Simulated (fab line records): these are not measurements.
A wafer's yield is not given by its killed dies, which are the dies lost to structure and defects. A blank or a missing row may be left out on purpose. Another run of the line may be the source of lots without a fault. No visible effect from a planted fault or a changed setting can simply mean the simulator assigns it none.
fab line records	flow sky130
record: lots: 24	wafers: 72	lastDay: 50
route steps=708 shown CAPM@539 VIA3@585 METAL5@677 PAD_OPEN@702
lots untouched by any fault: they come from a run of this same line in which no faults occurred
startH: the number of hours between the record's first day and the start of the first shown wafer of the lot	waitH: hours elapsed since this lot's preceding step	" repeats the value in the row above	L1.1+2: a row that stands for several wafers	- no value, or no start given	* or withheld: withheld	< > ~ a bound
route shown NAME@n: a module of which the file shows steps, and the number in the route of the first	usual: mean/standard deviation taken from wafers without a fault	same: alike in all rows	chamber/n: place in a boat	sites: per-site readings	_std_site: standard deviation across them	_edge_site: the outer-site mean with the inner-site mean subtracted	radiusMm: for every site, how far away it sits from the centre of the wafer	mask NAME#n: copy n	behind: the last tool/chamber to shape the wafer	hold: the reason the lot was held/the length of the hold in hours/how it ended	device: the n, p or np transistor that did not switch	end of line: tests run on the same wafers once the route is complete	where a step has no rows: the recipe by itself	killed: at the first sort, the dies lost to defects and structure; wafer yield is something else	map: the dies of a wafer, with x for killed, . for not killed, _ for no die there
set.NAME: the run value of the setting; set.NAME@STEP: its run value at that earlier step	model.NAME: the simulator's own value behind a step, which no gauge read
one table for each step of the route and one row for each wafer, over a sample of lots
services: from which hour (startH, from the record's first day; less than 0 if before it) a tool's chamber was out of use, for how many hours, and why
== steps ==
step: SKY_CAPM_SPUTTER_02
recipe: material: TiN	targetThkNm: 200	tempC: 300	powerW: 6500	timeS: 166.7	chamberPressurePa: 0.4
usual: substrateTempC: 300.02/0.19	throttleValvePct: 29.9/0.73
same: timeS: 166.7
lot.wafer	tool	chamber	startH	waitH	substrateTempC	throttleValvePct
L074.3	pvdSputter-03	-	848.83	0.0	299.79	30.7
L074.5	"	-	"	"	299.95	28.9
L074.6	"	-	"	"	300.00	30.3
L075.2	pvdSputter-02	-	854.89	0.0	299.92	30.8
L075.3	"	-	"	"	299.95	29.3
L075.4	"	-	"	"	300.26	29.8
L076.2	pvdSputter-03	-	858.19	0.0	300.12	30.1
L076.3	"	-	"	"	299.96	30.5
L076.6	"	-	"	"	300.18	30.5
L077.1	pvdSputter-02	-	868.77	0.1	300.10	30.6
L077.4	"	-	"	"	299.80	29.5
L077.6	"	-	"	"	300.32	29.0
L078.2	pvdSputter-02	-	882.39	0.0	300.30	29.3
L078.5	"	-	"	"	299.99	29.6
L078.6	"	-	"	"	300.18	29.1
L079.1	pvdSputter-02	-	885.63	0.1	299.82	29.6
L079.3	"	-	"	"	299.58	29.7
L079.6	"	-	"	"	300.23	29.5
L080.2	pvdSputter-02	-	900.67	0.0	299.68	29.3
L080.4	"	-	"	"	299.94	29.3
L080.6	"	-	"	"	300.07	29.4
L081.1	pvdSputter-03	-	902.21	0.1	300.04	30.1
L081.4	"	-	"	"	299.97	31.1
L081.5	"	-	"	"	299.93	31.3
L082.2	pvdSputter-03	-	908.20	0.0	299.83	30.3
L082.3	"	-	"	"	300.34	29.0
L082.6	"	-	"	"	300.02	30.3
L083.1	pvdSputter-02	-	922.32	0.1	300.13	29.6
L083.5	"	-	"	"	300.18	29.5
L083.6	"	-	"	"	300.25	30.7
L084.1	pvdSputter-01	-	928.94	0.1	300.11	29.6
L084.3	"	-	"	"	299.93	29.1
L084.5	"	-	"	"	300.37	30.0
L085.1	pvdSputter-02	-	932.02	0.1	300.24	29.8
L085.2	"	-	"	"	300.02	29.6
L085.3	"	-	"	"	299.67	29.0
L086.1	pvdSputter-03	-	943.20	0.1	300.25	31.0
L086.2	"	-	"	"	299.72	30.2
L086.6	"	-	"	"	300.22	30.9
L087.3	pvdSputter-02	-	948.32	0.0	300.02	29.7
L087.4	"	-	"	"	299.84	29.2
L087.6	"	-	"	"	299.96	29.6
L088.2	pvdSputter-02	-	952.01	0.0	299.87	30.6
L088.3	"	-	"	"	299.76	29.4
L088.5	"	-	"	"	300.01	29.4
L089.4	pvdSputter-01	-	962.44	0.1	300.17	30.0
L089.5	"	-	"	"	300.48	32.2
L089.6	"	-	"	"	300.04	29.6
L090.1	pvdSputter-02	-	970.52	0.1	300.05	29.5
L090.2	"	-	"	"	300.13	29.7
L090.3	"	-	"	"	299.71	29.2
L092.3	pvdSputter-02	-	981.00	0.0	299.93	30.6
L092.4	"	-	"	"	299.86	29.8
L092.5	"	-	"	"	299.84	30.3
L091.4	pvdSputter-02	-	984.75	0.0	300.01	29.2
L091.5	"	-	"	"	300.17	29.6
L091.6	"	-	"	"	300.10	30.7
L093.2	pvdSputter-01	-	989.08	0.0	299.80	29.5
L093.3	"	-	"	"	300.00	30.1
L093.4	"	-	"	"	299.75	32.2
L094.1	pvdSputter-02	-	992.62	0.1	300.09	30.5
L094.4	"	-	"	"	300.03	29.2
L094.6	"	-	"	"	300.24	29.6
L095.1	pvdSputter-02	-	1000.24	0.1	300.14	29.6
L095.4	"	-	"	"	300.26	29.3
L095.6	"	-	"	"	299.78	29.3
L096.3	pvdSputter-02	-	1005.43	0.0	300.13	30.0
L096.4	"	-	"	"	299.96	30.4
L096.5	"	-	"	"	300.06	29.6
L097.1	pvdSputter-02	-	1011.85	0.1	300.32	29.6
L097.3	"	-	"	"	300.09	29.1
L097.5	"	-	"	"	300.07	29.3
step: SKY_CAPM_OVL_MEAS_12
usual: CAPM_OVL: -0.4/1.3
lot.wafer	tool	chamber	startH	waitH	CAPM_OVL[nm]
L074.3	overlay-01	-	874.81	0.1	-0.5
L074.5	"	-	"	"	-0.5
L074.6	"	-	"	"	0.9
L075.2	overlay-02	-	880.70	0.1	0.0
L075.3	"	-	"	"	-2.5
L075.4	"	-	"	"	0.8
L076.2	overlay-02	-	884.05	0.1	-3.4
L076.3	"	-	"	"	-2.1
L076.6	"	-	"	"	-2.3
L077.1	overlay-02	-	894.39	0.1	0.8
L077.4	"	-	"	"	-1.1
L077.6	"	-	"	"	0.1
L078.2	overlay-01	-	907.65	0.1	1.1
L078.5	"	-	"	"	1.5
L078.6	"	-	"	"	1.4
L079.1	overlay-01	-	910.49	0.1	-1.4
L079.3	"	-	"	"	-1.0
L079.6	"	-	"	"	-0.4
L080.2	overlay-01	-	924.65	0.1	1.1
L080.4	"	-	"	"	-0.3
L080.6	"	-	"	"	0.6
L081.1	overlay-02	-	926.14	0.1	0.9
L081.4	"	-	"	"	-2.8
L081.5	"	-	"	"	-1.3
L082.2	overlay-01	-	932.50	0.1	-2.5
L082.3	"	-	"	"	-0.4
L082.6	"	-	"	"	2.1
L083.1	overlay-01	-	946.09	0.1	-0.7
L083.5	"	-	"	"	0.9
L083.6	"	-	"	"	0.9
L084.1	overlay-01	-	953.09	0.1	1.1
L084.3	"	-	"	"	0.1
L084.5	"	-	"	"	-0.1
L085.1	overlay-02	-	955.09	0.1	-0.6
L085.2	"	-	"	"	-1.0
L085.3	"	-	"	"	1.0
L086.1	overlay-01	-	966.64	0.1	-3.4
L086.2	"	-	"	"	-1.7
L086.6	"	-	"	"	-2.6
L087.3	overlay-01	-	971.35	0.1	-1.0
L087.4	"	-	"	"	-1.2
L087.6	"	-	"	"	-1.6
L088.2	overlay-01	-	976.09	0.1	0.9
L088.3	"	-	"	"	-0.2
L088.5	"	-	"	"	-1.4
L089.4	overlay-01	-	986.96	0.1	-0.9
L089.5	"	-	"	"	-2.6
L089.6	"	-	"	"	-0.3
L090.1	overlay-01	-	993.89	0.1	-0.4
L090.2	"	-	"	"	-0.2
L090.3	"	-	"	"	-0.6
L092.3	overlay-01	-	1005.01	0.1	0.2
L092.4	"	-	"	"	-0.9
L092.5	"	-	"	"	-1.5
L091.4	overlay-01	-	1007.86	0.1	1.4
L091.5	"	-	"	"	0.1
L091.6	"	-	"	"	1.2
L093.2	overlay-01	-	1012.50	0.1	-0.3
L093.3	"	-	"	"	1.0
L093.4	"	-	"	"	1.0
L094.1	overlay-02	-	1016.34	0.1	-2.5
L094.4	"	-	"	"	0.8
L094.6	"	-	"	"	-0.1
L095.1	overlay-01	-	1023.64	0.1	-0.6
L095.4	"	-	"	"	-0.7
L095.6	"	-	"	"	0.2
L096.3	overlay-01	-	1028.10	0.1	-2.4
L096.4	"	-	"	"	-0.7
L096.5	"	-	"	"	-0.1
L097.1	overlay-01	-	1033.99	0.1	0.5
L097.3	"	-	"	"	-0.9
L097.5	"	-	"	"	-1.8
step: SKY_VIA3_CD_MEAS_12
recipe: targetCdNm: 200
usual: cdNm: 200.2/1.3
lot.wafer	tool	chamber	startH	waitH	cdNm
L074.3	cdSem-01	-	926.53	-	202.3
L074.5	"	-	"	"	203.6
L074.6	"	-	"	"	201.3
L075.2	cdSem-02	-	931.41	-	199.3
L075.3	"	-	"	"	200.5
L075.4	"	-	"	"	199.7
L076.2	cdSem-02	-	936.36	-	200.8
L076.3	"	-	"	"	200.8
L076.6	"	-	"	"	200.9
L077.1	cdSem-01	-	945.79	-	201.2
L077.4	"	-	"	"	200.5
L077.6	"	-	"	"	201.5
L078.2	cdSem-02	-	958.26	-	200.1
L078.5	"	-	"	"	200.4
L078.6	"	-	"	"	199.4
L079.1	cdSem-02	-	961.92	-	198.4
L079.3	"	-	"	"	200.1
L079.6	"	-	"	"	199.6
L080.2	cdSem-02	-	975.81	-	198.4
L080.4	"	-	"	"	198.7
L080.6	"	-	"	"	198.6
L081.1	cdSem-01	-	977.32	-	199.0
L081.4	"	-	"	"	198.6
L081.5	"	-	"	"	198.3
L082.2	cdSem-01	-	983.13	-	197.7
L082.3	"	-	"	"	198.1
L082.6	"	-	"	"	198.3
L083.1	cdSem-02	-	996.24	-	200.0
L083.5	"	-	"	"	199.5
L083.6	"	-	"	"	199.4
L084.1	cdSem-02	-	1002.52	-	199.0
L084.3	"	-	"	"	199.5
L084.5	"	-	"	"	200.5
L085.1	cdSem-02	-	1005.34	-	199.4
L085.2	"	-	"	"	198.0
L085.3	"	-	"	"	200.3
L086.1	cdSem-02	-	1015.39	-	202.5
L086.2	"	-	"	"	202.4
L086.6	"	-	"	"	201.0
L087.3	cdSem-01	-	1021.33	-	200.5
L087.4	"	-	"	"	199.4
L087.6	"	-	"	"	199.5
L088.2	cdSem-02	-	1026.16	-	198.5
L088.3	"	-	"	"	200.3
L088.5	"	-	"	"	198.6
L089.4	cdSem-02	-	1036.00	-	203.2
L089.5	"	-	"	"	202.6
L089.6	"	-	"	"	202.1
L090.1	cdSem-02	-	1041.79	-	201.5
L090.2	"	-	"	"	200.5
L090.3	"	-	"	"	200.6
L092.3	cdSem-01	-	1051.91	-	199.5
L092.4	"	-	"	"	198.6
L092.5	"	-	"	"	198.3
L091.4	cdSem-02	-	1054.41	-	200.2
L091.5	"	-	"	"	200.4
L091.6	"	-	"	"	202.8
L093.2	cdSem-02	-	1058.59	-	200.0
L093.3	"	-	"	"	199.4
L093.4	"	-	"	"	199.2
L094.1	cdSem-02	-	1062.77	-	201.6
L094.4	"	-	"	"	201.9
L094.6	"	-	"	"	201.6
L095.1	cdSem-02	-	1070.59	-	202.3
L095.4	"	-	"	"	202.3
L095.6	"	-	"	"	201.2
L096.3	cdSem-02	-	1074.19	-	201.2
L096.4	"	-	"	"	199.8
L096.5	"	-	"	"	200.3
L097.1	cdSem-01	-	1079.77	-	199.0
L097.3	"	-	"	"	200.3
L097.5	"	-	"	"	201.6
step: SKY_VIA3_ETCH_14
recipe: chemistry: N2/H2	target: BARC	ionEnergyEv: 200	sourceW: 500	biasW: 100	pressureMtorr: 30	n2FlowSccm: 100	h2FlowSccm: 200	stopOn: SiO2	timeS: 45.9	targetDepthA: 600
usual: drypumpMotorCurrentA: 5.9/0.44	oesProductAu: 0.855/0.0053	throttleValvePct: 13.224/0.009
same: timeS: 45.9
lot.wafer	tool	chamber	startH	waitH	drypumpMotorCurrentA	oesProductAu	rfHoursCounterH	throttleValvePct
L074.3	rieDiel-02	3	926.65	0.0	5.2	0.864	8	13.217
L074.5	"	0	"	"	6.2	0.858	-	13.214
L074.6	"	1	"	"	5.8	0.854	-	13.220
L075.2	rieDiel-04	1	931.55	0.0	6.5	0.851	4	13.223
L075.3	"	0	"	"	5.9	0.852	21	13.215
L075.4	"	3	"	"	5.2	0.853	8	13.222
L076.2	rieDiel-04	2	936.50	0.0	6.3	0.858	4	13.225
L076.3	"	3	"	"	5.2	0.858	9	13.212
L076.6	"	3	"	"	5.2	0.849	-	13.226
L077.1	rieDiel-02	2	945.94	0.0	5.8	0.860	24	13.225
L077.4	"	3	"	"	5.2	0.857	9	13.235
L077.6	"	3	"	"	5.2	0.859	-	13.235
L078.2	rieDiel-04	0	958.39	0.0	5.9	0.857	21	13.221
L078.5	"	2	"	"	6.2	0.860	-	13.228
L078.6	"	3	"	"	5.2	0.852	-	13.219
L079.1	rieDiel-02	0	962.08	0.0	6.3	0.845	19	13.218
L079.3	"	1	"	"	5.8	0.859	3	13.237
L079.6	"	2	"	"	5.9	0.853	-	13.226
L080.2	rieDiel-03	1	975.94	0.0	6.3	0.865	9	13.215
L080.4	"	3	"	"	5.9	0.857	21	13.223
L080.6	"	1	"	"	6.3	0.850	-	13.227
L081.1	rieDiel-02	0	977.48	0.0	6.2	0.857	19	13.233
L081.4	"	3	"	"	5.2	0.858	10	13.238
L081.5	"	1	"	"	5.8	0.856	-	13.213
L082.2	rieDiel-04	0	983.27	0.0	5.9	0.862	22	13.228
L082.3	"	2	"	"	6.3	0.840	5	13.225
L082.6	"	1	"	"	6.6	0.854	-	13.214
L083.1	rieDiel-02	0	996.39	0.0	6.2	0.857	20	13.218
L083.5	"	0	"	"	6.2	0.851	-	13.230
L083.6	"	1	"	"	5.8	0.852	-	13.221
L084.1	rieDiel-02	0	1002.68	0.0	6.3	0.855	20	13.232
L084.3	"	2	"	"	5.9	0.851	26	13.234
L084.5	"	1	"	"	5.8	0.849	-	13.234
L085.1	rieDiel-04	3	1005.50	0.0	5.2	0.850	11	13.212
L085.2	"	1	"	"	6.5	0.857	6	13.216
L085.3	"	2	"	"	6.3	0.863	6	13.212
L086.1	rieDiel-03	3	1015.54	0.0	5.9	0.858	23	13.232
L086.2	"	2	"	"	5.6	0.854	16	13.224
L086.6	"	2	"	"	5.6	0.859	-	13.221
L087.3	rieDiel-03	2	1021.44	0.0	5.6	0.858	16	13.211
L087.4	"	3	"	"	5.9	0.851	23	13.226
L087.6	"	0	"	"	5.8	0.857	-	13.239
L088.2	rieDiel-03	1	1026.29	0.0	6.3	0.853	10	13.222
L088.3	"	0	"	"	5.8	0.852	26	13.231
L088.5	"	3	"	"	5.9	0.854	-	13.224
L089.4	rieDiel-04	2	1036.10	0.0	6.3	0.850	7	13.232
L089.5	"	1	"	"	6.6	0.859	-	13.211
L089.6	"	2	"	"	6.2	0.851	-	13.227
L090.1	rieDiel-03	3	1041.94	0.0	5.9	0.858	24	13.224
L090.2	"	1	"	"	6.3	0.848	11	13.239
L090.3	"	0	"	"	5.9	0.864	27	13.233
L092.3	rieDiel-04	1	1052.03	0.0	6.6	0.857	8	13.220
L092.4	"	2	"	"	6.2	0.858	8	13.231
L092.5	"	3	"	"	5.2	0.865	-	13.234
L091.4	rieDiel-04	0	1054.50	0.0	5.9	0.858	24	13.214
L091.5	"	2	"	"	6.3	0.867	-	13.209
L091.6	"	1	"	"	6.6	0.847	-	13.231
L093.2	rieDiel-04	1	1058.73	0.0	6.5	0.858	8	13.227
L093.3	"	2	"	"	6.3	0.855	8	13.215
L093.4	"	0	"	"	5.9	0.852	24	13.227
L094.1	rieDiel-02	0	1062.93	0.0	6.3	0.856	23	13.219
L094.4	"	1	"	"	5.8	0.855	-	13.223
L094.6	"	3	"	"	5.2	0.852	-	13.221
L095.1	rieDiel-04	2	1070.74	0.0	6.3	0.848	9	13.207
L095.4	"	0	"	"	5.9	0.851	25	13.208
L095.6	"	3	"	"	5.2	0.843	-	13.235
L096.3	rieDiel-04	3	1074.30	0.0	5.2	0.848	13	13.230
L096.4	"	1	"	"	6.6	0.854	9	13.226
L096.5	"	3	"	"	5.2	0.862	-	13.234
L097.1	rieDiel-04	1	1079.93	0.0	6.6	0.858	9	13.221
L097.3	"	2	"	"	6.3	0.853	9	13.235
L097.5	"	0	"	"	5.9	0.856	-	13.232
step: SKY_METAL5_STRIP_16
recipe: chemistry: O2/N2	powerW: 1400	pressureMtorr: 1500	platenTempC: withheld	o2FlowSccm: 3000	n2FlowSccm: 300	overashFraction: 0.5
usual: drypumpMotorCurrentA: 5.9/0.46	o2FlowSccm: 2999/8.6	oesProductAu: 0.710/0.0047	stripTimeToEndpointS: 13.01/0.09
lot.wafer	tool	chamber	startH	waitH	drypumpMotorCurrentA	o2FlowSccm	oesProductAu	rfHoursCounterH	stripTimeToEndpointS
L074.3	plasmaAsher-01	1	1027.90	0.1	5.9	2990	0.708	-	13.01
L074.5	"	0	"	"	5.8	2985	0.706	-	13.06
L074.6	"	1	"	"	5.9	2995	0.707	-	13.18
L075.2	plasmaAsher-03	0	1031.61	0.2	6.1	3008	0.718	30	13.02
L075.3	"	0	"	"	6.1	3023	0.709	-	13.04
L075.4	"	1	"	"	6.5	2998	0.714	-	13.06
L076.2	plasmaAsher-01	0	1036.99	0.2	5.7	3002	0.704	89	13.12
L076.3	"	0	"	"	5.8	2986	0.715	-	12.94
L076.6	"	1	"	"	5.9	2999	0.710	-	13.02
L077.1	plasmaAsher-01	0	1046.16	0.2	5.7	2986	0.701	90	13.00
L077.4	"	1	"	"	5.9	2997	0.706	-	13.05
L077.6	"	0	"	"	5.8	2989	0.710	-	13.15
L078.2	plasmaAsher-03	0	1056.61	0.2	6.1	2997	0.703	32	13.14
L078.5	"	0	"	"	6.1	2996	0.704	-	13.10
L078.6	"	1	"	"	6.5	3000	0.709	-	13.06
L079.1	plasmaAsher-03	1	1059.66	0.2	6.4	2992	0.711	33	12.88
L079.3	"	0	"	"	6.1	2999	0.707	-	12.87
L079.6	"	0	"	"	6.0	3010	0.715	-	12.95
L080.2	plasmaAsher-01	1	1071.96	0.2	5.9	3007	0.709	93	12.99
L080.4	"	1	"	"	5.9	3009	0.714	-	12.93
L080.6	"	1	"	"	5.8	3007	0.713	-	12.87
L081.1	plasmaAsher-01	0	1073.64	0.2	5.7	2995	0.712	93	13.02
L081.4	"	1	"	"	5.9	3007	0.710	-	12.93
L081.5	"	1	"	"	5.9	3004	0.702	-	12.88
L082.2	plasmaAsher-04	0	1077.41	0.2	5.0	3006	0.710	1	12.88
L082.3	"	1	"	"	5.4	3006	0.706	-	12.96
L082.6	"	0	"	"	5.0	3004	0.707	-	12.94
L083.1	plasmaAsher-03	1	1089.51	0.2	6.4	2998	0.699	36	13.09
L083.5	"	0	"	"	6.1	2987	0.715	-	12.97
L083.6	"	1	"	"	6.4	3004	0.707	-	13.00
L084.1	plasmaAsher-03	1	1095.64	0.2	6.5	3001	0.691	36	12.96
L084.3	"	1	"	"	6.5	3005	0.711	-	13.07
L084.5	"	1	"	"	6.4	2991	0.704	-	13.15
L085.1	plasmaAsher-04	0	1098.96	0.2	5.0	2997	0.715	3	12.91
L085.2	"	1	"	"	5.4	3009	0.712	3	13.00
L085.3	"	1	"	"	5.4	3000	0.716	-	12.93
L086.1	plasmaAsher-03	0	1105.69	0.2	6.0	3008	0.709	38	13.00
L086.2	"	1	"	"	6.4	3004	0.707	38	12.95
L086.6	"	1	"	"	6.4	3019	0.707	-	12.88
L087.3	plasmaAsher-03	0	1111.43	0.1	6.1	2997	0.709	-	12.88
L087.4	"	1	"	"	6.4	2984	0.708	-	12.96
L087.6	"	1	"	"	6.4	2976	0.709	-	12.92
L088.2	plasmaAsher-03	1	1116.54	0.2	6.4	3017	0.713	38	13.14
L088.3	"	0	"	"	6.1	2999	0.709	-	13.13
L088.5	"	1	"	"	6.4	3000	0.706	-	13.10
L089.4	plasmaAsher-03	0	1124.70	0.1	6.1	3003	0.712	-	13.16
L089.5	"	0	"	"	6.1	3004	0.715	-	13.09
L089.6	"	1	"	"	6.4	3007	0.706	-	12.97
L090.1	plasmaAsher-01	1	1129.56	0.2	5.9	3010	0.705	98	12.99
L090.2	"	0	"	"	5.7	3009	0.714	98	13.11
L090.3	"	1	"	"	5.8	3006	0.708	-	13.00
L092.3	plasmaAsher-03	0	1137.54	0.3	6.1	3005	0.714	-	13.13
L092.4	"	1	"	"	6.4	2996	0.711	-	13.14
L092.5	"	1	"	"	6.4	3006	0.703	-	13.12
L091.4	plasmaAsher-04	0	1141.10	0.1	5.0	2990	0.719	-	12.93
L091.5	"	0	"	"	5.0	3005	0.702	-	12.89
L091.6	"	1	"	"	5.4	3002	0.713	-	12.94
L093.2	plasmaAsher-04	1	1146.12	0.2	5.4	3011	0.709	8	13.24
L093.3	"	0	"	"	5.0	3005	0.712	-	13.18
L093.4	"	1	"	"	5.4	2998	0.705	-	13.17
L094.1	plasmaAsher-04	0	1146.66	0.2	5.0	3004	0.718	8	12.95
L094.4	"	0	"	"	5.0	2992	0.712	-	12.97
L094.6	"	0	"	"	5.0	2995	0.708	-	13.05
L095.1	plasmaAsher-04	1	1153.84	0.2	5.5	2998	0.705	9	12.90
L095.4	"	1	"	"	5.4	2996	0.706	-	13.02
L095.6	"	0	"	"	5.0	3002	0.713	-	12.99
L096.3	plasmaAsher-03	1	1158.20	0.1	6.5	2993	0.702	-	12.96
L096.4	"	0	"	"	6.1	3006	0.703	-	13.03
L096.5	"	1	"	"	6.5	2987	0.710	-	12.98
L097.1	plasmaAsher-03	0	1160.82	0.2	6.1	3001	0.709	43	13.04
L097.3	"	1	"	"	6.5	2998	0.708	-	13.03
L097.5	"	1	"	"	6.4	3005	0.709	-	12.96
step: SKY_PAD_OPEN_STRIP_08
recipe: chemistry: O2/N2	powerW: 1400	pressureMtorr: 1500	platenTempC: withheld	overashFraction: 0.7	o2FlowSccm: 3000	n2FlowSccm: 300
usual: drypumpMotorCurrentA: 5.56/0.28	o2FlowSccm: 3001/8.2	oesProductAu: 0.663/0.0043	stripTimeToEndpointS: 37.04/0.11
lot.wafer	tool	chamber	startH	waitH	drypumpMotorCurrentA	o2FlowSccm	oesProductAu	rfHoursCounterH	stripTimeToEndpointS
L074.3	plasmaAsher-04	1	1072.63	0.1	5.44	3001	0.668	-	37.13
L074.5	"	0	"	"	4.97	2994	0.669	-	37.08
L074.6	"	1	"	"	5.44	3009	0.663	-	37.15
L075.2	plasmaAsher-01	0	1075.49	0.1	5.75	3010	0.678	93	36.94
L075.3	"	0	"	"	5.75	3003	0.659	-	36.90
L075.4	"	1	"	"	5.85	3000	0.665	-	36.96
L076.2	plasmaAsher-01	1	1080.59	0.1	5.89	3012	0.663	94	36.93
L076.3	"	1	"	"	5.89	2996	0.655	-	36.93
L076.6	"	1	"	"	5.87	2994	0.658	-	36.96
L077.1	plasmaAsher-01	1	1089.90	0.1	5.87	3000	0.665	95	37.15
L077.4	"	0	"	"	5.76	3007	0.661	-	36.98
L077.6	"	1	"	"	5.86	3005	0.665	-	37.04
L078.2	plasmaAsher-01	0	1099.15	0.1	5.73	3007	0.666	96	37.00
L078.5	"	0	"	"	5.75	2988	0.665	-	37.00
L078.6	"	1	"	"	5.85	2988	0.663	-	36.96
L079.1	plasmaAsher-01	1	1102.10	0.1	5.86	2998	0.669	96	37.02
L079.3	"	1	"	"	5.86	3002	0.664	-	37.14
L079.6	"	1	"	"	5.86	2996	0.664	-	37.03
L080.2	plasmaAsher-04	0	1114.10	0.1	4.98	2986	0.661	5	37.13
L080.4	"	0	"	"	4.99	2990	0.672	-	36.99
L080.6	"	1	"	"	5.45	2995	0.658	-	37.03
L081.1	plasmaAsher-02	1	1114.85	0.1	5.57	2997	0.668	63	36.91
L081.4	"	0	"	"	5.56	2997	0.669	-	37.04
L081.5	"	0	"	"	5.55	3000	0.660	-	36.92
L082.2	plasmaAsher-02	1	1119.30	0.1	5.54	3009	0.661	64	37.11
L082.3	"	1	"	"	5.55	3016	0.655	-	37.11
L082.6	"	1	"	"	5.58	3010	0.662	-	37.20
L083.1	plasmaAsher-02	0	1129.85	0.1	5.52	3003	0.666	65	37.23
L083.5	"	0	"	"	5.53	2997	0.665	-	37.15
L083.6	"	1	"	"	5.55	2987	0.664	-	37.15
L084.1	plasmaAsher-02	1	1135.05	0.1	5.58	3004	0.664	66	37.07
L084.3	"	0	"	"	5.54	3000	0.660	-	37.04
L084.5	"	1	"	"	5.57	3010	0.672	-	37.01
L085.1	plasmaAsher-02	1	1139.85	0.1	5.54	2993	0.666	66	37.08
L085.2	"	0	"	"	5.52	3018	0.661	66	37.09
L085.3	"	1	"	"	5.55	2996	0.672	-	36.99
L086.1	plasmaAsher-04	1	1145.40	0.1	5.42	3001	0.663	8	36.98
L086.2	"	0	"	"	4.98	3000	0.658	8	37.07
L086.6	"	1	"	"	5.43	3010	0.661	-	36.99
L087.3	plasmaAsher-04	1	1149.78	0.1	5.44	3011	0.667	-	37.04
L087.4	"	0	"	"	4.98	3009	0.658	-	37.20
L087.6	"	0	"	"	4.98	2999	0.662	-	37.17
L088.2	plasmaAsher-02	1	1155.10	0.1	5.60	2999	0.657	67	37.13
L088.3	"	1	"	"	5.56	2995	0.662	-	37.20
L088.5	"	1	"	"	5.57	3003	0.667	-	37.05
L089.4	plasmaAsher-01	1	1163.33	0.0	5.89	3006	0.663	-	36.84
L089.5	"	1	"	"	5.88	3014	0.657	-	36.97
L089.6	"	0	"	"	5.71	3002	0.657	-	36.97
L090.1	plasmaAsher-01	1	1166.46	0.1	5.87	3004	0.660	103	36.87
L090.2	"	0	"	"	5.70	2995	0.656	103	36.94
L090.3	"	0	"	"	5.75	2989	0.663	-	36.93
L092.3	plasmaAsher-04	1	1173.39	0.1	5.41	2997	0.659	-	37.13
L092.4	"	0	"	"	4.98	2982	0.663	-	37.18
L092.5	"	1	"	"	5.42	2994	0.658	-	37.14
L091.4	plasmaAsher-01	0	1176.38	0.1	5.76	2998	0.662	-	36.93
L091.5	"	0	"	"	5.74	3000	0.660	-	36.93
L091.6	"	1	"	"	5.86	3003	0.663	-	36.77
L093.2	plasmaAsher-01	1	1181.80	0.1	5.86	3019	0.668	104	37.28
L093.3	"	1	"	"	5.86	3020	0.657	-	37.18
L093.4	"	0	"	"	5.74	2998	0.656	-	37.23
L094.1	plasmaAsher-04	1	1182.80	0.1	5.45	3002	0.663	11	37.00
L094.4	"	0	"	"	5.00	3005	0.665	-	37.14
L094.6	"	0	"	"	5.02	2993	0.660	-	37.03
L095.1	plasmaAsher-04	1	1188.35	0.1	5.45	3009	0.667	12	37.00
L095.4	"	0	"	"	5.00	3000	0.668	-	36.96
L095.6	"	0	"	"	5.00	2992	0.667	-	36.84
L096.3	plasmaAsher-02	1	1190.03	0.1	5.56	2998	0.662	-	37.07
L096.4	"	0	"	"	5.52	2993	0.660	-	36.97
L096.5	"	1	"	"	5.59	3000	0.658	-	36.99
L097.1	plasmaAsher-01	0	1193.30	0.1	5.71	3010	0.659	106	37.28
L097.3	"	1	"	"	5.86	2994	0.663	-	37.25
L097.5	"	1	"	"	5.88	3012	0.659	-	37.24
== services ==
tool	chamber	startH	hours	kind
rieDiel-02	-	829.34	0.1	repair
pvdSputter-02	-	833.43	3.1	repair
plasmaAsher-01	-	846.90	1.4	repair
plasmaAsher-01	-	869.16	1.3	repair
plasmaAsher-04	-	899.95	1.8	repair
plasmaAsher-04	-	912.58	1.0	repair
plasmaAsher-03	-	917.22	0.3	repair
rieDiel-04	1	932.39	2.9	repair
pvdSputter-02	-	937.28	6.3	repair
plasmaAsher-03	-	937.52	2.8	pm
plasmaAsher-04	-	957.66	1.4	repair
plasmaAsher-01	-	957.83	2.3	repair
rieDiel-04	3	976.78	2.5	repair
pvdSputter-02	-	986.30	1.4	repair
pvdSputter-02	-	1016.03	3.7	repair
plasmaAsher-04	-	1047.70	2.6	repair
plasmaAsher-04	-	1055.30	9.0	pm
plasmaAsher-01	-	1060.11	0.4	repair
rieDiel-04	-	1096.80	14.6	pm
plasmaAsher-01	-	1113.14	9.2	repair
pvdSputter-02	-	1115.66	5.3	repair
plasmaAsher-03	-	1129.91	1.6	repair
plasmaAsher-04	-	1160.32	9.2	repair
plasmaAsher-03	-	1182.30	12.0	repair
== key ==
fault none
